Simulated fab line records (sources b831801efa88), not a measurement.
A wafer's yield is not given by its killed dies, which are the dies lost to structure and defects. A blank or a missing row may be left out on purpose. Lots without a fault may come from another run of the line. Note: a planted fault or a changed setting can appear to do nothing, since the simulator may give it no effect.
One fault seen from 2 desks + flow sfq line + only its own numbers are on each desk; what lay behind them is given at the end

== THE METROLOGY DESK ==
What the gauges read for every lot (on any tool): the sampled wafers with a number, averaged. If a lot's mean is further than 4 standard deviations from the usual mean, the lot is out of limits and carries the mark OUT (the distance appears in the brackets).
Columns: A = INCOMING_BOW at SFQ_INCOMING_BOW_MEAS_900, usual -1 um
| lot  | first seen here | A  |
|------|-----------------|----|
| L960 | day 1 15:00     | 1  |
| L964 | day 2 11:00     | -5 |
| L974 | day 4 13:00     | -1 |
| L976 | day 4 23:01     | 2  |
| L979 | day 5 14:01     | -2 |
| L981 | day 6 00:02     | -3 |
This desk found nothing out of limits on any of the 6 lots.

== FOR THE TOOL OWNER'S DESK: furnace-02 ==
The tool's own readings at SFQ_TRILAYER_INCOMING_OXIDATION_002 (target thk 500 nm, ox time 4939 s): means of the sampled wafers that have a number, for each lot that ran on this tool. If a lot's mean is further than 4 standard deviations from the usual mean, the lot is out of limits and carries the mark OUT (the distance appears in the brackets). It has 8 readings, of which 7 appear: the earliest out of limits, and the ones furthest out on some lot.
Columns: A = spike tc bottom C at SFQ_TRILAYER_INCOMING_OXIDATION_002, usual 1018 C; B = spike tc centre C at SFQ_TRILAYER_INCOMING_OXIDATION_002, usual 1000.0 C; C = spike tc lower C at SFQ_TRILAYER_INCOMING_OXIDATION_002, usual 1000.5 C; D = spike tc top C at SFQ_TRILAYER_INCOMING_OXIDATION_002, usual 1009.6 C; E = spike tc upper C at SFQ_TRILAYER_INCOMING_OXIDATION_002, usual 1000.2 C; F = tube center temp C at SFQ_TRILAYER_INCOMING_OXIDATION_002, usual 1000 C; G = tube_center_temp_C_max at SFQ_TRILAYER_INCOMING_OXIDATION_002, usual 1002.6
| lot  | first seen here | A               | B                | C                | D                | E                | F                      | G                |
|------|-----------------|-----------------|------------------|------------------|------------------|------------------|------------------------|------------------|
| L960 | day 1 15:07     | 1022            | 999.6            | 1000.4           | 1009.5           | 1000.2           | 1000                   | 1002.9           |
| L964 | day 2 11:07     | 1021            | 1000.0           | 1000.5           | 1009.1           | 1000.3           | 1000                   | 1002.6           |
| L974 | day 4 13:07     | 1047 (+7.7) OUT | 1025.5 (+27) OUT | 1024.2 (+22) OUT | 1033.3 (+18) OUT | 1025.8 (+27) OUT | 1025 (+99 or more) OUT | 1027.2 (+57) OUT |
| L976 | day 4 23:07     | 1046 (+7.5) OUT | 1024.9 (+27) OUT | 1024.6 (+22) OUT | 1032.5 (+18) OUT | 1026.1 (+27) OUT | 1025 (+99 or more) OUT | 1027.7 (+58) OUT |
Finding of this desk: L974, L976 out of limits; the first was L974 at day 4 13:07, on spike tc bottom C at SFQ_TRILAYER_INCOMING_OXIDATION_002. In limits: L960, L964.

== ALL TOGETHER ==
The tool owner's desk had the chance to raise an alarm at day 4 13:07 on L974, L976.
At the metrology desk, nothing out of limits was observed.
The metrology desk has L974, L976 on record, within its limits.
SFQ_TRILAYER_INCOMING_OXIDATION_002 was run on furnace-02 by each of the lots named.

== WHAT THE SIMULATOR HAD INSERTED ==
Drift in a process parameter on furnace-02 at SFQ_TRILAYER_INCOMING_OXIDATION_002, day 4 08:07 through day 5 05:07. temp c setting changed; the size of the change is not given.
Struck lots among those shown: L974, L976.
Each desk's first reading out of limits, in hours after the fault started: the tool owner's desk, 5.
